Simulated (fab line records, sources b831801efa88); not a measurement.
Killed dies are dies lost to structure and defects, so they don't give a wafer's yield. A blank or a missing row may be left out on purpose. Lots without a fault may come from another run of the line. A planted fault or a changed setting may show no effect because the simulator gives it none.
One fault seen from 2 desks | flow gf180mcu | each desk has only its own numbers; what lay behind them comes last

THE TOOL OWNER'S DESK: wet_bench-03
The tool's own readings at GF_STI_WET_ETCH_17 (etches Si3N4 in H3PO4, target depth 45 nm, time 514 s): means of the sampled wafers that have a number, for each lot that ran on this tool. A lot is out of limits, marked OUT, if its mean lies more than 4 standard deviations from the usual mean; the brackets give that distance.
Columns: A = run_length_s at GF_STI_WET_ETCH_17, usual 542 s
lot  | first seen here | A
L963 | day 2 07:47     | 540
L970 | day 3 19:05     | 98 (-99 or more) OUT
L972 | day 4 06:14     | 99 (-99 or more) OUT
This desk's finding: out of limits on L970, L972; first on L970, day 3 19:05 (run_length_s at GF_STI_WET_ETCH_17). In limits: L963.

THE METROLOGY DESK
What the gauges read, lot by lot, whatever tool the lot ran on: means of the sampled wafers that have a number. A lot is out of limits, marked OUT, if its mean lies more than 4 standard deviations from the usual mean; the brackets give that distance.
Columns: A = cd_nm at GF_STI_CD_MEAS_12, usual 219.7 nm; B = STI_OXIDATION_01_THK at GF_STI_THK_MEAS_22, usual 15.07 nm; C = STI_CVD_23_THK at GF_STI_THK_MEAS_24, usual 648 nm
lot  | first seen here | A     | B     | C
L962 | day 2 02:06     | 218.8 | 14.85 | 640
L963 | day 2 07:23     | 218.1 | 15.54 | 643
L970 | day 3 18:45     | 221.4 | 15.13 | 647
L971 | day 3 22:47     | 218.3 | 15.38 | 640
L972 | day 4 05:53     | 221.5 | 14.98 | 649
L979 | day 5 16:38     | 221.8 | 14.80 | 650
This desk's finding: nothing out of limits on any of the 6 lots.

PUT TOGETHER
The tool owner's desk could have raised an alarm at day 3 19:05, on L970, L972.
The metrology desk saw nothing out of limits.
The metrology desk has L970, L972 on record, within its limits.
Of the lots named, all ran GF_STI_WET_ETCH_17 on wet_bench-03.

WHAT THE SIMULATOR HAD PUT IN
Process parameter drift: wet_bench-03, from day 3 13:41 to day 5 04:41, at GF_STI_WET_ETCH_17. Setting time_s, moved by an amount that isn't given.
Lots struck among those shown: L970, L972.
Hours from the fault's start to each desk's first reading out of limits: the tool owner's desk, 5.
